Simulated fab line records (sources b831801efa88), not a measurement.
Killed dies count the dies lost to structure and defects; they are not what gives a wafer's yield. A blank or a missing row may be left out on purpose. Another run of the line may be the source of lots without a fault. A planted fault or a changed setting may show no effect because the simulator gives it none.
One fault seen from 2 desks + flow gf180mcu + only its own numbers are on each desk; what lay behind them is given at the end

AT THE TOOL OWNER'S DESK: pvd_sputter-02
The tool's own readings at GF_TOP_METAL_SPUTTER_02 (material AlCu, target thk 900 nm, time 47.82 s): means of the sampled wafers that have a number, for each lot that ran on this tool. The brackets show how far a lot's mean lies from the usual mean; more than 4 standard deviations puts the lot out of limits, marked OUT.
Columns: A = chamber_pressure_pa at GF_TOP_METAL_SPUTTER_02, usual 0.3001 Pa; B = substrate_temp_c at GF_TOP_METAL_SPUTTER_02, usual 249.99 C; C = throttle_valve_pct at GF_TOP_METAL_SPUTTER_02, usual 29.8 %
| lot  | first seen here | A      | B      | C    |
|------|-----------------|--------|--------|------|
| L617 | day 27 05:34    | 0.3000 | 249.91 | 29.7 |
| L618 | day 27 14:10    | 0.2999 | 250.16 | 29.3 |
| L627 | day 30 22:46    | 0.3005 | 249.97 | 29.4 |
| L628 | day 31 04:05    | 0.3000 | 250.11 | 29.8 |
Result from this desk: across the 4 lots, nothing is out of limits.

FROM THE METROLOGY DESK
What the gauges read, lot by lot, whatever tool the lot ran on: means of the sampled wafers that have a number. The brackets show how far a lot's mean lies from the usual mean; more than 4 standard deviations puts the lot out of limits, marked OUT.
Columns: A = TOP_METAL_ALCU_RS at GF_TOP_METAL_RS_MEAS_05, usual 0.0326 ohm/sq; B = TOP_METAL_ALCU_THK at GF_TOP_METAL_THK_MEAS_06, usual 929 nm
| lot  | first seen here | A      | B   |
|------|-----------------|--------|-----|
| L617 | day 27 05:41    | 0.0324 | 936 |
| L618 | day 27 14:16    | 0.0323 | 943 |
| L619 | day 27 22:23    | 0.0324 | 928 |
| L627 | day 30 22:55    | 0.0340 | 894 |
| L628 | day 31 04:14    | 0.0338 | 908 |
| L633 | day 32 07:55    | 0.0320 | 952 |
| L635 | day 32 14:39    | 0.0331 | 921 |
| L636 | day 32 21:02    | 0.0328 | 925 |
| L637 | day 33 03:08    | 0.0325 | 937 |
| L639 | day 33 16:56    | 0.0324 | 936 |
Result from this desk: across the 10 lots, nothing is out of limits.

PUT TOGETHER
The desk of the tool owner found nothing out of limits.
From the metrology desk's view, nothing was out of limits.

WHAT THE SIMULATOR HAD PUT IN
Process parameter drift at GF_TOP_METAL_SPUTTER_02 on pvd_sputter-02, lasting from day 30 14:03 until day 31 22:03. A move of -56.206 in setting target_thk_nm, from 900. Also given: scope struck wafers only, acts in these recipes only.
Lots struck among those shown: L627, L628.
